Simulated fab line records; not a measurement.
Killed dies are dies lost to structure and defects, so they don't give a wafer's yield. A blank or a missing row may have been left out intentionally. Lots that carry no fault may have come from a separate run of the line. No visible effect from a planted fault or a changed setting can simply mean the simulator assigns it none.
Code-filled problem report in 8D (eight disciplines) form | flow sky130 | the parts of the form that need people (team, actions taken, sign-off) are left out

== 1. THE PROBLEM ==
Mean GATE_OXIDE_OXIDATION_00_THK at SKY_GATE_OXIDE_THK_MEAS_02: 11.52 nm over 6 wafers in 2 lots; fault-free wafers: 10.18 nm, standard deviation 0.22. Measured from the usual mean, that is +6.1 standard deviations.
Earliest sighting: wafer L166.2 on filmMetro-04 at day 16 14:41. The record has a number at this step for 36 wafers belonging to 12 lots. Rule for "out", or "out of limits": more than 4 standard deviations from the usual mean. The rest of the wafers with a number are treated as sound.

== 2. WHAT THIS IS AND IS NOT ==
question                    | is                          | is not
which readings at this step | GATE_OXIDE_OXIDATION_00_THK | -
which lots                  | L166, L167                  | L155, L156, L158, L164, L172, L173, L175, L176, L177, L178
which wafers of those lots  | all that have a number      | -
read on which gauges        | filmMetro-03, filmMetro-04  | filmMetro-01
when                        | from day 16 14:41           | up to then (12 sound wafers); but 18 sound wafers of L172, L173, L175, L176, L177, L178 came after

== 3. THE SUSPECTS, EACH WITH WHAT RULES IT OUT ==
Counting: a tool at a process step up to the reading stays a suspect if it ran every lot that is out and no sound lot after the first of them.
- the gauge at SKY_GATE_OXIDE_THK_MEAS_02 is ruled out. The wafers that are out were read on 2 gauges (filmMetro-03, filmMetro-04).
- rieDiel-04 at SKY_SONOS_ONO_ETCH_15 (etches the open film in CHF3/O2, target depth 19.52 nm, time 7.8 s): ruled out as a lasting fault. Sound lots L172 ran on it after its first lot that is out, L166 (day 16 12:56).
- furnace-01 at SKY_GATE_OXIDE_OXIDATION_01 (stabilise 600 s, purge 300 s, target thk 10.268 nm): ruled out as a lasting fault. Sound lots L173, L176, L175, L177, L178 ran on it after its first lot that is out, L166 (day 16 13:16).
Left after counting: nothing in the record.

== 4. THE CAUSE (what the simulator had put in) ==
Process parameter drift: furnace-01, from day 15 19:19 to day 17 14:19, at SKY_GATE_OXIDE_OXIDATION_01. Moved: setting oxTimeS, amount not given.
It was ruled out by counting, in error; the rule expects a fault to strike all lots run on its tool from its start on, and this fault did not.

== 5. THE CHAIN OF EFFECTS, in route order ==
Each row: a reading whose mean over the struck wafers that have a number lies more than 3 standard deviations from the usual. Scope: only readings with a usual standard deviation given in the record; hours: median across lots of the time from each lot's start at the first step in this table that gives one to its start at this step; sigmas: change in usual standard deviations.
hours | step                       | reading                     | usual    | on struck wafers | change | sigmas
0     | SKY_GATE_OXIDE_THK_MEAS_02 | GATE_OXIDE_OXIDATION_00_THK | 10.18 nm | 11.52            | +1.34  | +6.1
Later measuring or inspecting steps at which every struck wafer that the step has a row for has a number for every such reading, and none has moved that far: SKY_POLY_GATE_THK_MEAS_01, SKY_POLY_GATE_THK_MEAS_21.

== 6. HOW IT WOULD HAVE BEEN CAUGHT EARLIER ==
19 hours passed between the start of the fault at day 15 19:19 and the first reading out of limits at a measuring or inspecting step in this record, taken at day 16 14:41.
No tool reading at SKY_GATE_OXIDE_OXIDATION_01 that has a usual standard deviation in the record was out on any struck wafer, so an alarm limit of 4 standard deviations on those readings would not have fired.
